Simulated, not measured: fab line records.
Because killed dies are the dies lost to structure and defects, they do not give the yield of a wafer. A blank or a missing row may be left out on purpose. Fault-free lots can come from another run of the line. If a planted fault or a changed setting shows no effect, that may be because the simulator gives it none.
Split-lot experiment    flow gf180mcu    5 lots, 23 wafers read, on a route of 602 steps

== ABOUT THE SPLIT ==
At GF_CONTACT_PEB_12 (peb time 90 s), the setting peb_temp_c was moved away from the recipe's 135 C on 10 of the 23 wafers read, by -1.0% to +2.6%. For the rest of the wafers, this setting stayed at what the recipe calls for.

== BETWEEN THE SPLIT AND THE READING: the file shows 1 step in between ==
- GF_CONTACT_DEVELOP_13: develop time 60 s

== THE READING ==
At GF_CONTACT_CD_MEAS_14: cd_nm in nanometres, against a target cd of 220 nm. Typical for fault-free wafers on this fab line: 220.4 nm, with standard deviation 1.4 nm.

wafer   tool, chamber at the split  peb_temp_c as run, C  against the recipe  cd_nm, nm  against lot-mates on the recipe
L074.1  litho_track-03, 0           133.6                 -1.0%               217.7      -3.2
L074.2  litho_track-03, 0           133.6                 -1.0%               217.4      -3.5
L074.3  litho_track-03, 0           135                   recipe              220.6      -
L074.4  litho_track-03, 0           135                   recipe              221.3      -
L074.5  litho_track-03, 0           133.6                 -1.0%               216.6      -4.3
L077.1  litho_track-04, 0           135                   recipe              221.3      -
L077.2  litho_track-04, 0           138.5                 +2.6%               229.7      +9.5
L077.4  litho_track-04, 0           135                   recipe              219.5      -
L077.5  litho_track-04, 0           135                   recipe              219.8      -
L077.6  litho_track-04, 0           138.5                 +2.6%               229.2      +9.0
L081.1  litho_track-04, 0           135                   recipe              220.9      -
L081.2  litho_track-04, 0           135                   recipe              220.5      -
L081.3  litho_track-04, 0           136.9                 +1.4%               226.1      +5.4
L081.5  litho_track-04, 0           136.9                 +1.4%               226.7      +6.0
L081.6  litho_track-04, 0           136.9                 +1.4%               225.4      +4.7
L082.2  litho_track-04, 0           135                   recipe              221.4      -
L082.3  litho_track-04, 0           135                   recipe              221.1      -
L082.5  litho_track-04, 0           135                   recipe              221.5      -
L084.1  litho_track-04, 0           135                   recipe              221.0      -
L084.2  litho_track-04, 0           135                   recipe              222.8      -
L084.3  litho_track-04, 0           135                   recipe              222.9      -
L084.4  litho_track-04, 0           136.7                 +1.3%               227.8      +5.6
L084.5  litho_track-04, 0           136.7                 +1.3%               228.1      +5.9

THE FIT
A straight line over all 23 wafers: cd_nm changes by +3.59 nm for each +1% of peb_temp_c; r = +0.96; the points scatter about the line by 1.1 nm.
The same after taking each lot's own level away (the mean of its wafers on the recipe; 23 wafers): +3.71 nm for each +1%; r = +0.99; scatter 0.64 nm.
On that fit, the largest move of peb_temp_c shifts the reading by 9.6 nm.
Across the lots, their own levels run from 220.20 to 222.23 nm, a range of 1.5 times the standard deviation given above.
Hence the lot-to-lot level has little effect on the slope; both slopes agree.
Check: +9.8 nm against its lot-mates is what the line predicts for one of the wafers moved furthest among these (+2.6%) when that wafer is left out of the fit. It came out at +9.5 nm against them.

== FURTHER SPLITS ON THESE WAFERS ==
These wafers also went through other splits before the reading. Each is held against what the fit with the lots' levels taken away leaves over:
other split on the same wafers        wafers away from the commonest value  r with cd_nm (lot level and that fit taken away)
GF_PSD_COAT_02 resist_thk_nm          8                                     -0.02
GF_PSD_STRIP_10 o2_flow_sccm          8                                     +0.42
GF_SAB_CVD_00 time_s                  4                                     -0.02
GF_SAB_ETCH_11 source_w               8                                     -0.33
GF_CONTACT_CMP_04 leave_above_ref_nm  4                                     -0.02

== THE WHOLE CHAIN: every reading that the file lists as answering this split, in the file's order ==
step                   what it does          reading                                                         change (the file's fit)               r (the file's)
GF_CONTACT_CD_MEAS_14  target cd 220 nm      cd_nm                                                           +3.74 nm for each +1% of the setting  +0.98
GF_CONTACT_ETCH_16     etches BARC in N2/H2  CONTACT.cd_nm (the simulator's own value, which no gauge read)  +3.68 nm for each +1% of the setting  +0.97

== THE FILE'S OWN FIT ==
cd_nm changes by +3.74 nm for each +1% of peb_temp_c, r = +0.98.
